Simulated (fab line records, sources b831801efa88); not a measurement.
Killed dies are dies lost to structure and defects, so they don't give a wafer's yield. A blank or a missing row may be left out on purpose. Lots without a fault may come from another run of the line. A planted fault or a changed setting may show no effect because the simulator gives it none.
Which tool did it? | flow sky130 | 24 lots, 72 wafers sampled, at 1 step of a route of 708

WHAT THE GAUGES READ, wafer by wafer
SKY_VIA1_THK_MEAS_01.
lot  | measured     | on            | VIA1_HDPCVD_THK (nm)
L074 | day 32 17:59 | film_metro-01 | 1032 1028 1031
L075 | day 32 22:20 | film_metro-03 | 1025 1034 1040
L076 | day 33 07:10 | film_metro-02 | 1049 1040 1041
L077 | day 33 14:14 | film_metro-03 | 1054 1041 1033
L078 | day 34 01:26 | film_metro-02 | 1036 1046 1037
L079 | day 34 11:28 | film_metro-03 | 1043 1040 1052
L080 | day 34 12:41 | film_metro-03 | 1044 1031 1032
L081 | day 35 03:24 | film_metro-02 | 1034 1055 1047
L082 | day 35 17:41 | film_metro-01 | 1044 1036 1034
L083 | day 35 22:11 | film_metro-03 | 1043 1053 1035
L084 | day 36 04:17 | film_metro-02 | 1023 1027 1027
L085 | day 36 07:58 | film_metro-03 | 1030 1030 1017
L086 | day 36 20:14 | film_metro-03 | 1052 1052 1040
L087 | day 37 04:04 | film_metro-01 | 1039 1042 1032
L088 | day 37 05:32 | film_metro-01 | 1014 1039 1009
L089 | day 37 19:16 | film_metro-01 | 1015 1024 1011
L090 | day 37 23:59 | film_metro-02 | 1032 1032 1036
L091 | day 38 07:43 | film_metro-03 | 1046 1031 1037
L092 | day 38 10:26 | film_metro-03 | 1022 1017 1022
L094 | day 39 06:11 | film_metro-03 | 1032 1015 1024
L093 | day 39 08:40 | film_metro-03 | 1012 1017 1043
L095 | day 39 09:02 | film_metro-01 | 1036 1022 1010
L096 | day 39 15:28 | film_metro-03 | 1030 1009 1025
L097 | day 39 20:28 | film_metro-01 | 1026 1020 1036

WHICH TOOL RAN EACH LOT (tool, then ch and the chambers of the sampled wafers, then the start)
The record holds no process step before these readings.

WHAT THE TOOLS THEMSELVES READ (means of the sampled wafers that have a number; where no wafer has one, the mark that the record gives instead)
The record holds no such reading with a usual standard deviation.

THE ANSWER, worked out from the rows above alone
Rule: what is usual is taken from the lots themselves. Put in order of their means at a reading, lots are off if they are a third of the lots or fewer, leave a main group of 4 or more, and stand apart from it by a gap of 3 or more times the standard deviation of the main group's means; of several such gaps the widest counts. A main group whose means are all the same, to the digits that the tables above print for the reading, isn't used. A lot without any number at a reading at which 4 lots or more have one is off too. The other lots that the step has rows for count as sound. The gauges are gone through in route order, then the tools' own readings, and for those a lot's mean is taken as printed above. The first step at which some lot is off is used, and at that step the reading that is off furthest; a lot without a number counts as furthest.
No lot is off at any reading shown: from this, nothing can be told.

WHAT THE SIMULATOR HAD PUT IN
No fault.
